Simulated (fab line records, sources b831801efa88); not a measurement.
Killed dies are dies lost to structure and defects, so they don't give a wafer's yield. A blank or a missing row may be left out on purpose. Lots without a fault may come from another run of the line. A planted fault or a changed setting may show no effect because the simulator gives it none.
fab line records | flow sky130
record lots=14 wafers=42 last_day=50
route steps=708 shown PWDE@52 VT_ADJUST_HVTP@93 VT_ADJUST_LVTN@104 VT_ADJUST_NCORE@128
lots that met no fault: from a run of the same line without faults
start_h: hours from the record's first day to the start of the lot's first wafer shown | wait_h: hours since the lot's step before | " the same as in the row above | L1.1+2: a row that stands for several wafers | - no value, or no start given | * or withheld: withheld | < > ~ a bound
route shown NAME@n: a module of which the file shows steps, and the number in the route of the first | usual: mean/standard deviation of fault-free wafers | same: alike in all rows | chamber/n: place in a boat | sites: the reading at each site | _std_site: their standard deviation | _edge_site: outer sites' mean less inner sites' | radius_mm: how far each site lies from the wafer's centre | mask NAME#n: copy n | behind: the tool/chamber that last shaped the wafer | hold: why the lot was held/for how many hours/how that ended | device: the transistor (n, p or np) that didn't switch | end of line: the same wafers' tests at the end of the route | a step without rows: its recipe alone | killed: dies lost to structure and defects at the first sort, not the wafer's yield | map: a wafer's dies, x killed, . not, _ none there
set.NAME: the setting as run; set.NAME@STEP: as run at that earlier step | model.NAME: the simulator's own value behind a step, which no gauge read
steps of the route over a sample of lots; a table a step, a row a wafer
services: from which hour (start_h, from the record's first day; less than 0 if before it) a tool's chamber was out of use, for how many hours, and why
## steps
# step SKY_PWDE_OVL_MEAS_07
# usual PWDE_OVL=0.0/1.4
# columns lot.wafer tool chamber start_h wait_h PWDE_OVL[nm]
L336.1 overlay-02 - 72.16 - -1.1
L336.3 " - " " -1.8
L336.5 " - " " 0.2
L337.2 overlay-02 - 79.37 - 1.2
L337.3 " - " " -0.9
L337.4 " - " " 3.0
L338.1 overlay-01 - 82.83 - -2.3
L338.3 " - " " -1.7
L338.6 " - " " 0.0
L339.2 overlay-02 - 93.58 - -0.2
L339.3 " - " " 0.6
L339.4 " - " " -0.6
L347.1 overlay-01 - 151.21 - 0.2
L347.2 " - " " -2.3
L347.6 " - " " -1.9
L348.2 overlay-02 - 151.57 - 1.3
L348.3 " - " " -2.0
L348.5 " - " " -0.7
L349.2 overlay-01 - 156.57 - -0.5
L349.4 " - " " -0.4
L349.6 " - " " -0.6
L351.1 overlay-01 - 158.02 - 0.9
L351.3 " - " " -1.4
L351.5 " - " " -2.0
L352.1 overlay-02 - 165.18 - 0.9
L352.3 " - " " -0.7
L352.4 " - " " 0.1
L354.3 overlay-01 - 177.63 - -0.8
L354.4 " - " " -0.9
L354.5 " - " " -0.9
L355.1 overlay-02 - 183.23 - 0.9
L355.2 " - " " -1.3
L355.6 " - " " 0.1
L356.1 overlay-02 - 184.38 - -0.5
L356.2 " - " " 1.0
L356.4 " - " " 0.6
L357.1 overlay-02 - 190.58 - 1.2
L357.2 " - " " 1.4
L357.3 " - " " 2.5
L358.1 overlay-01 - 196.67 - 2.4
L358.2 " - " " 0.5
L358.5 " - " " 1.9
# step SKY_VT_ADJUST_HVTP_OVL_MEAS_08
# usual VT_ADJUST_HVTP_OVL=-0.3/1.4
# columns lot.wafer tool chamber start_h wait_h VT_ADJUST_HVTP_OVL[nm]
L336.1 overlay-02 - 123.53 0.1 1.5
L336.3 " - " " 2.4
L336.5 " - " " 1.4
L337.2 overlay-01 - 132.52 0.1 -1.8
L337.3 " - " " -2.7
L337.4 " - " " 0.6
L338.1 overlay-01 - 135.87 0.1 0.3
L338.3 " - " " 0.7
L338.6 " - " " 1.2
L339.2 overlay-01 - 147.04 0.1 0.8
L339.3 " - " " -2.5
L339.4 " - " " -1.1
L347.1 overlay-01 - 214.78 0.1 -2.0
L347.2 " - " " -1.2
L347.6 " - " " -1.6
L348.2 overlay-01 - 215.27 0.1 0.7
L348.3 " - " " -0.8
L348.5 " - " " -0.2
L349.2 overlay-01 - 219.37 0.1 0.8
L349.4 " - " " 0.7
L349.6 " - " " 0.8
L351.1 overlay-01 - 222.89 0.1 -1.5
L351.3 " - " " -1.5
L351.5 " - " " -2.2
L352.1 overlay-02 - 228.83 0.1 -2.4
L352.3 " - " " -0.4
L352.4 " - " " -0.9
L354.3 overlay-02 - 243.78 0.1 2.0
L354.4 " - " " 0.8
L354.5 " - " " 0.9
L355.1 overlay-01 - 250.13 0.1 -2.0
L355.2 " - " " -2.0
L355.6 " - " " -0.6
L356.1 overlay-01 - 250.44 0.1 0.9
L356.2 " - " " -1.6
L356.4 " - " " -0.5
L357.1 overlay-02 - 259.74 0.1 1.6
L357.2 " - " " 2.0
L357.3 " - " " 2.5
L358.1 overlay-01 - 266.14 0.1 0.3
L358.2 " - " " -0.8
L358.5 " - " " 2.0
# step SKY_VT_ADJUST_LVTN_OVL_MEAS_07
# usual VT_ADJUST_LVTN_OVL=-0.6/1.7
# columns lot.wafer tool chamber start_h wait_h VT_ADJUST_LVTN_OVL[nm]
L336.1 overlay-01 - 142.76 - 1.0
L336.3 " - " " -1.5
L336.5 " - " " -2.0
L337.2 overlay-01 - 151.50 - 0.5
L337.3 " - " " -2.0
L337.4 " - " " -3.1
L338.1 overlay-01 - 155.61 - -0.2
L338.3 " - " " -0.6
L338.6 " - " " -1.2
L339.2 overlay-02 - 166.48 - -1.3
L339.3 " - " " -1.4
L339.4 " - " " -1.0
L347.1 overlay-02 - 237.43 - -1.4
L347.2 " - " " -1.9
L347.6 " - " " -1.6
L348.2 overlay-01 - 237.72 - 0.7
L348.3 " - " " -1.6
L348.5 " - " " -1.5
L349.2 overlay-02 - 242.00 - 2.8
L349.4 " - " " 1.2
L349.6 " - " " 2.4
L351.1 overlay-02 - 246.30 - -2.5
L351.3 " - " " -3.1
L351.5 " - " " -2.2
L352.1 overlay-01 - 251.50 - 0.7
L352.3 " - " " 1.7
L352.4 " - " " 0.3
L354.3 overlay-01 - 267.39 - -0.6
L354.4 " - " " 0.2
L354.5 " - " " 1.0
L355.1 overlay-02 - 274.21 - 0.6
L355.2 " - " " 1.0
L355.6 " - " " 3.7
L356.1 overlay-01 - 274.86 - -4.6
L356.2 " - " " -2.9
L356.4 " - " " -5.1
L357.1 overlay-01 - 284.48 - -0.8
L357.2 " - " " 0.1
L357.3 " - " " -0.4
L358.1 overlay-02 - 291.35 - 1.9
L358.2 " - " " 1.2
L358.5 " - " " 0.4
# step SKY_VT_ADJUST_NCORE_IMPLANT_09
# recipe species=B energy_kev=10 dose_cm2=2.4e+12 tilt_deg=withheld
# usual beam_energy_keV=10.000/0.0032
# columns lot.wafer tool chamber start_h wait_h beam_energy_keV
L336.1 implanter-04 0 181.83 0.0 10.006
L336.3 " 0 " " 10.001
L336.5 " 0 " " 10.002
L337.2 implanter-04 0 192.16 0.0 9.995
L337.3 " 0 " " 9.996
L337.4 " 0 " " 9.990
L338.1 implanter-04 0 195.57 0.0 9.748
L338.3 " 0 " " 9.742
L338.6 " 0 " " 9.745
L339.2 implanter-04 0 208.05 0.0 9.745
L339.3 " 0 " " 9.741
L339.4 " 0 " " 9.741
L347.1 implanter-02 0 285.07 0.0 10.002
L347.2 " 0 " " 10.005
L347.6 " 0 " " 10.005
L348.2 implanter-04 0 285.94 0.0 10.003
L348.3 " 0 " " 10.002
L348.5 " 0 " " 10.000
L349.2 implanter-03 0 291.49 0.0 9.997
L349.4 " 0 " " 10.002
L349.6 " 0 " " 10.000
L351.1 implanter-02 0 296.28 0.0 9.998
L351.3 " 0 " " 9.996
L351.5 " 0 " " 9.996
L352.1 implanter-04 0 301.23 0.0 9.998
L352.3 " 0 " " 9.998
L352.4 " 0 " " 9.997
L354.3 implanter-02 0 318.37 0.1 10.002
L354.4 " 0 " " 10.000
L354.5 " 0 " " 9.999
L355.1 implanter-04 0 325.92 0.0 10.002
L355.2 " 0 " " 10.007
L355.6 " 0 " " 10.002
L356.1 implanter-02 0 327.22 0.0 9.999
L356.2 " 0 " " 10.001
L356.4 " 0 " " 9.996
L357.1 implanter-02 0 335.68 0.0 9.996
L357.2 " 0 " " 10.004
L357.3 " 0 " " 10.002
L358.1 implanter-03 0 344.52 0.0 10.002
L358.2 " 0 " " 10.003
L358.5 " 0 " " 10.004
## services
# columns tool chamber start_h hours kind
implanter-04 - 186.75 3.6 repair
implanter-03 - 193.92 0.9 repair
implanter-02 - 261.43 6.0 repair
implanter-03 - 292.76 4.6 pm
implanter-02 - 300.10 3.1 pm
implanter-04 - 306.67 1.8 repair
implanter-03 - 322.08 4.7 pm
implanter-04 - 326.57 22.0 pm
## key
first_sign step=SKY_VT_ADJUST_NCORE_IMPLANT_09 reading=beam_energy_keV direction=down sigmas=80 usual=* struck=*
effect none on later readings
met_at SKY_VT_ADJUST_NCORE_IMPLANT_09
struck_lots L338,L339
tester_left_out L338,L339
not_acting_at SKY_PWDE_OVL_MEAS_07,SKY_VT_ADJUST_HVTP_OVL_MEAS_08,SKY_VT_ADJUST_LVTN_OVL_MEAS_07
onset_between 192.16 195.57
fault kind=process_parameter_drift tool=implanter-04 chamber=- onset_h=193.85 steps=SKY_VT_ADJUST_NCORE_IMPLANT_09 channel=energy_kev offset=* shape=step end_h=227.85 acts_in=* stated=*
# tester_left_out: of these lots the tester's yield and bins aren't shown, on N5 and GAA mostly nor the transistor test; their killed dies are dies lost to structure and defects alone, not to doping, threshold or leakage, so they don't give the yield
